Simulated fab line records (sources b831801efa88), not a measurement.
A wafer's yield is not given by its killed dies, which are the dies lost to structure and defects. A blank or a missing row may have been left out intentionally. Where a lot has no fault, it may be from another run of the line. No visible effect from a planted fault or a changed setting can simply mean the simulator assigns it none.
A lot that was struck, set against a sound lot ; flow gf180mcu ; 23 steps out of a route of 602
Sound: these wafers, L137.2, L137.4, L137.5. Struck: wafer L143.1. (L143.4, L143.5 of the same lot were not struck and are left out.) The cause comes at the end.
For every step that has rows: the tool of each side, followed by ch and its chambers, followed by its first start. Under that, the readings that differ: sound wafers ; struck wafers ; difference of the means ; sigmas: that difference in standard deviations of wafers without a fault.
alike: a reading whose means differ by less than 2 such deviations, as well as words and numbers matching on both sides. not compared: withheld readings; readings where some wafer has no value; bounds like >300 that might hide an equal value; numbers whose values overlap and for which the record gives no deviation.
Wherever a step has rows on one side only, a row that says differs or no value, or a row with sigmas, the two part there. Non-overlapping numbers with no deviation appear without sigmas and do not part them. A reading missing from all wafers of one side parts the sides only when that side holds two or more wafers.

first, 4 steps without rows for these wafers: GF_TOP_METAL_SOFTBAKE_10 (time 60 s); GF_TOP_METAL_EXPOSE_11 (exposes mask MetalTop, target cd 440 nm); GF_TOP_METAL_PEB_12; GF_TOP_METAL_DEVELOP_13 (develop time 60 s).
GF_TOP_METAL_CD_MEAS_14: target cd 440 nm.
  struck on cdSem-02, day 30 02:52; sound on cdSem-02, day 28 08:53
  alike: cdNm
GF_TOP_METAL_OVL_MEAS_15:
  struck on overlay-02, day 30 02:59; sound on overlay-02, day 28 09:00
  alike: TOP_METAL_OVL
GF_TOP_METAL_METAL_ETCH_16: etches the open film in Cl2/BCl3, stops on SiO2, target depth 1197 nm, time 199.5 s.
  sound on rieMetal-01 ch 0,1, day 28 09:02; struck on rieMetal-03 ch 1, day 30 03:02
  alike: drypumpMotorCurrentA, mfcCl2Sccm, oesProductAu, rfFwdPowerW, throttleValvePct
  not compared: rfHoursCounterH
GF_TOP_METAL_STRIP_17: strips in O2/N2.
  sound on plasmaAsher-01 ch 0,1, day 28 09:13; struck on plasmaAsher-02 ch 1, day 30 03:13
reading;sound;struck;difference;sigmas
platenTempC (C);249.80 249.79 249.82;250.22;+0.42;+2
  alike: drypumpMotorCurrentA, heaterPowerW, o2FlowSccm, oesProductAu, stripTimeToEndpointS
  not compared: rfHoursCounterH
then, 2 steps without rows for these wafers: GF_TOP_METAL_STRIP_18 (strips in post etch residue remover, time 1200 s); GF_TOP_METAL_CLEAN_19 (cleans in DIW).
GF_PASSIVATION_CVD_00: deposits SiO2 from TEOS, target thk 1000 nm, time 111.95 s.
  sound on pecvd-03 ch 0,2, day 28 09:46; struck on pecvd-02 ch 1, day 30 03:45
  alike: heaterPowerW, rfFwdPowerW
GF_PASSIVATION_THK_MEAS_01:
  struck on filmMetro-02, day 30 03:50; sound on filmMetro-02, day 28 09:51
  alike: PASSIVATION_CVD_00_THK
GF_PASSIVATION_CVD_02: deposits Si3N4, target thk 700 nm, time 486.18 s.
  sound on pecvd-02 ch 0,1,2, day 28 09:54; struck on pecvd-03 ch 1, day 30 03:53
reading;sound;struck;difference;sigmas
model.Si3N4_of_PASSIVATION_CVD_02.thkNm (nm);703.6 709.7 720.5;894.9;+183.6;
  alike: heaterPowerW, rfFwdPowerW
GF_PASSIVATION_THK_MEAS_03:
  struck on filmMetro-02, day 30 04:11; sound on filmMetro-02, day 28 10:12
reading;sound;struck;difference;sigmas
PASSIVATION_CVD_02_THK (nm);704 710 721;895;+183;+19
then, 7 steps without rows for these wafers: GF_PASSIVATION_DEHYDRATE_04 (time 60 s); GF_PASSIVATION_HMDS_05 (prime time 60 s); GF_PASSIVATION_COAT_06 (resist thk 4000 nm); GF_PASSIVATION_SOFTBAKE_07; GF_PASSIVATION_EXPOSE_08 (exposes mask Pad, target cd 40000 nm); GF_PASSIVATION_PEB_09; GF_PASSIVATION_DEVELOP_10 (develop time 60 s).
GF_PASSIVATION_ETCH_11: etches the open film in CF4/O2, stops on TiN, target depth 2040 nm, time 453.3 s.
  sound on rieDiel-04 ch 0,2,3, day 29 04:16; struck on rieDiel-03 ch 2, day 30 22:19
reading;sound;struck;difference;sigmas
oesProductAu (a.u.);0.986 0.993 0.990;0.947;-0.043;-7
  alike: cf4FlowSccm, drypumpMotorCurrentA, rfFwdPowerW, throttleValvePct
  not compared: rfHoursCounterH
GF_PASSIVATION_STRIP_12: strips in O2/N2.
  sound on plasmaAsher-04 ch 0,1, day 29 04:32; struck on plasmaAsher-03 ch 0, day 30 22:35
reading;sound;struck;difference;sigmas
oesProductAu (a.u.);0.705 0.714 0.722;0.723;+0.009;+2
  alike: drypumpMotorCurrentA, heaterPowerW, o2FlowSccm, platenTempC, stripTimeToEndpointS
  not compared: rfHoursCounterH

== WHERE THEY PART ==
First at GF_TOP_METAL_STRIP_17; last, within this record, at GF_PASSIVATION_STRIP_12.

WHY: whatever the simulator had introduced
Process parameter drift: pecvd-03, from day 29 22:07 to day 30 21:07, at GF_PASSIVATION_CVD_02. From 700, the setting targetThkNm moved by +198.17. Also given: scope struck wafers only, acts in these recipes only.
